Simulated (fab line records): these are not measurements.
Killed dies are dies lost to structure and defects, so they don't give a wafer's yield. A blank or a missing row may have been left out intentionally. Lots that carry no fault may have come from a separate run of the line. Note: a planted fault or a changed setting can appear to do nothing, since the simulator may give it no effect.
Lot-split experiment -- flow sfq line -- 5 lots, 23 wafers read, on a route of 325 steps

ON THE SPLIT
At SFQ_TRILAYER_M0_LITHO_EXPOSE_022 (exposes mask M0, target cd 500 nm), the setting dose mj was moved away from the recipe's 14.4 on 10 of the 23 wafers read, by -2.4% to +7.1%. For the rest of the wafers, this setting stayed at what the recipe calls for.

FROM THE SPLIT TO THE READING: what the file shows between them, 3 steps
- SFQ_TRILAYER_M0_LITHO_PEB_024: peb time 60 s
- SFQ_TRILAYER_M0_LITHO_DEVELOP_023: time 60 s
- SFQ_TRILAYER_M0_BARC_OPEN_METAL_ETCH_031: etches BARC in O2, target depth 125 nm, time 41.7 s

THE READING
M0.cd nm (the simulator's own value, which no gauge read), in nm, at SFQ_TRILAYER_M0_ETCH_METAL_ETCH_024 (etches Nb in Cl2/Ar, stops on SiO2, target depth 240 nm, time 120 s). The file does not state a usual value for it. Here, 13 wafers ran the recipe; their average is 499.1 nm with a standard deviation of 1.8 nm.

wafer,"tool, chamber at the split",dose mj as run,against the recipe,"M0.cd nm, nm",against lot-mates on the recipe
L077.1,"krf scanner-01, 0",14.05,-2.4%,502.3,+3.4
L077.2,"krf scanner-01, 0",14.05,-2.4%,501.9,+2.9
L077.4,"krf scanner-01, 0",14.05,-2.4%,500.9,+1.9
L077.5,"krf scanner-01, 0",14.4,recipe,498.4,-
L077.6,"krf scanner-01, 0",14.4,recipe,499.5,-
L079.1,"krf scanner-02, 0",14.97,+4.0%,492.9,-6.3
L079.2,"krf scanner-02, 0",14.97,+4.0%,493.7,-5.5
L079.3,"krf scanner-02, 0",14.4,recipe,498.9,-
L079.4,"krf scanner-02, 0",14.4,recipe,500.9,-
L079.6,"krf scanner-02, 0",14.4,recipe,497.8,-
L080.1,"krf scanner-02, 0",14.8,+2.8%,497.7,-3.2
L080.2,"krf scanner-02, 0",14.4,recipe,502.3,-
L080.3,"krf scanner-02, 0",14.8,+2.8%,496.7,-4.2
L080.4,"krf scanner-02, 0",14.8,+2.8%,497.1,-3.8
L080.5,"krf scanner-02, 0",14.4,recipe,499.4,-
L081.1,"krf scanner-02, 0",14.4,recipe,499.4,-
L081.4,"krf scanner-02, 0",14.4,recipe,494.9,-
L081.5,"krf scanner-02, 0",14.4,recipe,496.4,-
L085.2,"krf scanner-01, 0",15.42,+7.1%,488.9,-11.2
L085.3,"krf scanner-01, 0",14.4,recipe,500.5,-
L085.4,"krf scanner-01, 0",14.4,recipe,499.9,-
L085.5,"krf scanner-01, 0",15.42,+7.1%,490.2,-9.9
L085.6,"krf scanner-01, 0",14.4,recipe,499.8,-

THE FIT
A straight line over all 23 wafers: M0.cd nm changes by -1.25 nm for each +1% of dose mj; r = -0.90; the points scatter about the line by 1.6 nm.
The same after taking each lot's own level away (the mean of its wafers on the recipe; 23 wafers): -1.41 nm for each +1%; r = -0.96; scatter 1.1 nm.
The reading moves by 10 nm for the largest change in dose mj, on that fit.
From 496.90 to 500.85 nm: that is the span of the lots' own levels, equal to 2.1 times the standard deviation above.
Hence the slope depends on the lot-to-lot level, as the two fits are not the same.
Check: with one of the wafers moved furthest among these (+7.1%) left out of the fit, the line predicts -9.69 nm for it against its lot-mates. It came out at -11.2 nm against them.

ADDITIONAL SPLITS CARRIED BY THESE WAFERS
Other splits were also applied to these wafers ahead of the reading. Each is held against what the fit with the lots' levels taken away leaves over:
other split on the same wafers,wafers away from the commonest value,r with M0.cd nm (lot level and that fit taken away)
SFQ_TRILAYER_INCOMING_OXIDATION_002 ox time s,18,+0.10
SFQ_TRILAYER_L0_DEP_SPUTTER_003 time s,5,-0.17
SFQ_TRILAYER_L0_BARC_OPEN_METAL_ETCH_010 icp w,10,-0.18
SFQ_TRILAYER_M0_LITHO_COAT_026 spin rpm,9,+0.19

THE WHOLE CHAIN: every reading that the file lists as answering this split, in the file's order
step,what it does,reading,change (the file's fit),r (the file's)
SFQ_TRILAYER_M0_BARC_OPEN_METAL_ETCH_031,"etches BARC in O2, target depth 125 nm, time 41.7 s","M0.cd nm (the simulator's own value, which no gauge read)",-1.47 nm for each +1% of the setting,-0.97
SFQ_TRILAYER_M0_ETCH_METAL_ETCH_024,"etches Nb in Cl2/Ar, stops on SiO2, target depth 240 nm, time 120 s","M0.cd nm (the simulator's own value, which no gauge read)",-1.44 nm for each +1% of the setting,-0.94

THE FILE'S OWN FIT
M0.cd nm changes by -1.44 nm for each +1% of dose mj, r = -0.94.
